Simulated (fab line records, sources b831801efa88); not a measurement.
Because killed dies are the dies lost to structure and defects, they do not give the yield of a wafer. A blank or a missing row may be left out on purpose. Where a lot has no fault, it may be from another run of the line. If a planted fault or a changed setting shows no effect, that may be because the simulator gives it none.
Which of the tools did it? | flow sky130 | 45 wafers from 15 lots sampled at 4 of the route's 708 steps

== WHAT EACH GAUGE READ, for each wafer ==
The record holds no reading of a measuring or inspecting step that can be judged against a usual standard deviation.

== TOOL THAT RAN EACH LOT (tool first, then ch and the chambers of the sampled wafers, then the start) ==
lot  | SKY_METAL1_SPUTTER_00       | SKY_METAL1_SPUTTER_02       | SKY_METAL1_DESCUM_17             | SKY_METAL2_SPUTTER_00
L367 | pvdSputter-04, day 32 01:10 | pvdSputter-04, day 32 01:13 | rieMetal-01 ch 0, day 33 04:19   | pvdSputter-02, day 34 10:01
L368 | pvdSputter-04, day 32 10:58 | pvdSputter-04, day 32 11:01 | rieMetal-02 ch 1, day 33 14:32   | pvdSputter-04, day 34 20:38
L369 | pvdSputter-03, day 32 18:40 | pvdSputter-03, day 32 18:43 | rieMetal-04 ch 0,1, day 33 21:58 | pvdSputter-04, day 35 03:57
L370 | pvdSputter-03, day 33 11:52 | pvdSputter-03, day 33 11:55 | rieMetal-01 ch 0,1, day 34 15:29 | pvdSputter-02, day 35 21:16
L371 | pvdSputter-04, day 33 12:23 | pvdSputter-04, day 33 12:26 | rieMetal-04 ch 0,1, day 34 16:08 | pvdSputter-04, day 35 21:34
L373 | pvdSputter-03, day 34 12:52 | pvdSputter-03, day 34 12:54 | rieMetal-02 ch 0,1, day 35 15:27 | pvdSputter-01, day 36 21:02
L380 | pvdSputter-03, day 36 16:37 | pvdSputter-03, day 36 16:40 | rieMetal-01 ch 0,1, day 37 18:44 | pvdSputter-04, day 38 23:38
L381 | pvdSputter-04, day 36 19:10 | pvdSputter-04, day 36 19:13 | rieMetal-02 ch 0,1, day 37 21:38 | pvdSputter-01, day 39 01:56
L382 | pvdSputter-04, day 37 05:23 | pvdSputter-04, day 37 05:26 | rieMetal-04 ch 0,1, day 38 07:42 | pvdSputter-01, day 39 12:14
L384 | pvdSputter-02, day 37 15:47 | pvdSputter-02, day 37 15:50 | rieMetal-01 ch 1, day 38 18:11   | pvdSputter-04, day 39 22:36
L385 | pvdSputter-04, day 37 20:59 | pvdSputter-04, day 37 21:02 | rieMetal-01 ch 0,1, day 38 23:11 | pvdSputter-04, day 40 03:09
L386 | pvdSputter-03, day 38 03:26 | pvdSputter-03, day 38 03:29 | rieMetal-01 ch 0,1, day 39 05:31 | pvdSputter-04, day 40 09:39
L388 | pvdSputter-02, day 38 22:43 | pvdSputter-02, day 38 22:46 | rieMetal-01 ch 0,1, day 40 00:14 | pvdSputter-04, day 41 03:20
L387 | pvdSputter-02, day 39 03:22 | pvdSputter-02, day 39 03:25 | rieMetal-02 ch 0,1, day 40 05:17 | pvdSputter-04, day 41 08:40
L389 | pvdSputter-02, day 39 07:16 | pvdSputter-02, day 39 07:19 | rieMetal-02 ch 0,1, day 40 08:44 | pvdSputter-02, day 41 10:15
- SKY_METAL1_SPUTTER_00: material Ti, target thk 15 nm, time 10 s.
- SKY_METAL1_SPUTTER_02: material AlCu, target thk 250 nm, time 13.3 s.
- SKY_METAL1_DESCUM_17: chemistry O2, time 8 s.
- SKY_METAL2_SPUTTER_00: material Ti, target thk 15 nm, time 10 s.

== WHAT THE TOOLS THEMSELVES READ (means of the sampled wafers that have a number; where no wafer has one, the mark that the record gives instead) ==
SKY_METAL1_SPUTTER_00. Usual: cathodeDcPowerW 3000.0 W, standard deviation 0.6; chamberPressurePa 0.4000 Pa, standard deviation 0.00078; throttleValvePct 29.7 %, standard deviation 1.2.
lot  | tool          | cathodeDcPowerW (W) | chamberPressurePa (Pa) | throttleValvePct (%) | flag
L367 | pvdSputter-04 | 3000.1              | 0.3996                 | 29.9                 | 
L368 | pvdSputter-04 | 2999.9              | 0.4005                 | 29.5                 | 
L369 | pvdSputter-03 | 3000.5              | 0.4002                 | 29.1                 | 
L370 | pvdSputter-03 | 3000.2              | 0.4003                 | 30.1                 | 
L371 | pvdSputter-04 | 2999.8              | 0.4006                 | 29.5                 | 
L373 | pvdSputter-03 | 3000.1              | 0.3994                 | 30.5                 | 
L380 | pvdSputter-03 | 2999.7              | 0.4002                 | 30.3                 | 
L381 | pvdSputter-04 | 3000.5              | 0.3997                 | 29.8                 | 
L382 | pvdSputter-04 | 2999.6              | 0.4004                 | 30.0                 | 
L384 | pvdSputter-02 | 3000.0              | 0.4000                 | 30.2                 | 
L385 | pvdSputter-04 | 2999.9              | 0.4002                 | 29.6                 | 
L386 | pvdSputter-03 | 2999.4              | 0.4001                 | 28.5                 | 
L388 | pvdSputter-02 | 2999.7              | 0.4008                 | 30.0                 | 
L387 | pvdSputter-02 | 3000.1              | 0.3999                 | 30.0                 | 
L389 | pvdSputter-02 | 3000.1              | 0.3997                 | 30.0                 | 

SKY_METAL1_SPUTTER_02. Usual: cathodeDcPowerW 10600 W, standard deviation 1.9; chamberPressurePa 0.3999 Pa, standard deviation 0.00066; throttleValvePct 29.7 %, standard deviation 1.2.
lot  | tool          | cathodeDcPowerW (W) | chamberPressurePa (Pa) | throttleValvePct (%) | flag
L367 | pvdSputter-04 | 10599               | 0.3998                 | 30.2                 | 
L368 | pvdSputter-04 | 10602               | 0.3993                 | 29.6                 | 
L369 | pvdSputter-03 | 10599               | 0.3990                 | 29.0                 | 
L370 | pvdSputter-03 | 10600               | 0.3997                 | 30.2                 | 
L371 | pvdSputter-04 | 10599               | 0.3992                 | 29.6                 | 
L373 | pvdSputter-03 | 10599               | 0.4009                 | 30.6                 | 
L380 | pvdSputter-03 | 10599               | 0.4001                 | 30.2                 | 
L381 | pvdSputter-04 | 10600               | 0.4003                 | 29.9                 | 
L382 | pvdSputter-04 | 10598               | 0.4001                 | 30.1                 | 
L384 | pvdSputter-02 | 10600               | 0.3997                 | 30.2                 | 
L385 | pvdSputter-04 | 10600               | 0.4005                 | 29.8                 | 
L386 | pvdSputter-03 | 10599               | 0.3996                 | 28.8                 | 
L388 | pvdSputter-02 | 10599               | 0.3993                 | 29.8                 | 
L387 | pvdSputter-02 | 10601               | 0.3994                 | 30.0                 | 
L389 | pvdSputter-02 | 10599               | 0.3999                 | 30.2                 | 

SKY_METAL1_DESCUM_17. Usual: drypumpMotorCurrentA 6.1 A, standard deviation 0.32; oesProductAu 0.991 a.u., standard deviation 0.015.
lot  | tool        | drypumpMotorCurrentA (A) | oesProductAu (a.u.) | flag
L367 | rieMetal-01 | 6.2                      | 0.976               | 
L368 | rieMetal-02 | 5.7                      | 0.986               | 
L369 | rieMetal-04 | 5.9                      | 1.001               | 
L370 | rieMetal-01 | 6.3                      | 0.987               | 
L371 | rieMetal-04 | 5.9                      | 0.990               | 
L373 | rieMetal-02 | 6.0                      | 0.996               | 
L380 | rieMetal-01 | 6.3                      | 0.993               | 
L381 | rieMetal-02 | 5.8                      | 0.983               | 
L382 | rieMetal-04 | 6.2                      | 0.988               | 
L384 | rieMetal-01 | 6.4                      | 1.009               | 
L385 | rieMetal-01 | 6.3                      | 1.000               | 
L386 | rieMetal-01 | 6.2                      | 0.995               | 
L388 | rieMetal-01 | 6.3                      | 1.007               | 
L387 | rieMetal-02 | 5.8                      | 0.975               | 
L389 | rieMetal-02 | 5.8                      | 0.969               | 

SKY_METAL2_SPUTTER_00. Usual: cathodeDcPowerW 3000.0 W, standard deviation 0.55; chamberPressurePa 0.3999 Pa, standard deviation 0.00075; throttleValvePct 29.9 %, standard deviation 0.91.
lot  | tool          | cathodeDcPowerW (W) | chamberPressurePa (Pa) | throttleValvePct (%) | flag
L367 | pvdSputter-02 | 2999.8              | 0.4000                 | 30.0                 | 
L368 | pvdSputter-04 | 3000.3              | 0.3997                 | 30.3                 | 
L369 | pvdSputter-04 | 2999.5              | 0.4001                 | 29.3                 | 
L370 | pvdSputter-02 | 2999.7              | 0.4006                 | 30.9                 | 
L371 | pvdSputter-04 | 3000.0              | 0.4002                 | 29.6                 | 
L373 | pvdSputter-01 | 2999.4              | 0.3996                 | 29.4                 | 
L380 | pvdSputter-04 | -                   | -                      | -                    | OFF
L381 | pvdSputter-01 | -                   | -                      | -                    | OFF
L382 | pvdSputter-01 | -                   | -                      | -                    | OFF
L384 | pvdSputter-04 | 2999.9              | 0.4000                 | 30.4                 | 
L385 | pvdSputter-04 | 3000.1              | 0.3992                 | 29.9                 | 
L386 | pvdSputter-04 | 3000.3              | 0.4001                 | 29.3                 | 
L388 | pvdSputter-04 | 3000.4              | 0.3993                 | 29.7                 | 
L387 | pvdSputter-04 | 3000.4              | 0.4005                 | 29.8                 | 
L389 | pvdSputter-02 | 3000.2              | 0.3998                 | 30.4                 | 

== THE ANSWER, worked out from the rows above alone ==
Rule: a lot counts as off when the mean over its wafers that have a number is more than 3 standard deviations away from the usual mean. Also off: a lot with no number at a reading for which 4 or more lots have one. Where the step has rows for the other lots, those lots are counted as sound. The gauges are gone through in route order, then the tools' own readings, and for those a lot's mean is taken as printed above. The first step at which some lot is off is used, and at that step the reading that is off furthest; a lot without a number counts as furthest.
Off, at SKY_METAL2_SPUTTER_00 on cathodeDcPowerW: L380, L381, L382. Without a number there: L380, L381, L382.
A tool fits if, at that step or a process step before it, it ran every lot that is off, and no sound lot after the first of them. No candidate that was tried fits.

== WHAT WAS PUT IN BY THE SIMULATOR ==
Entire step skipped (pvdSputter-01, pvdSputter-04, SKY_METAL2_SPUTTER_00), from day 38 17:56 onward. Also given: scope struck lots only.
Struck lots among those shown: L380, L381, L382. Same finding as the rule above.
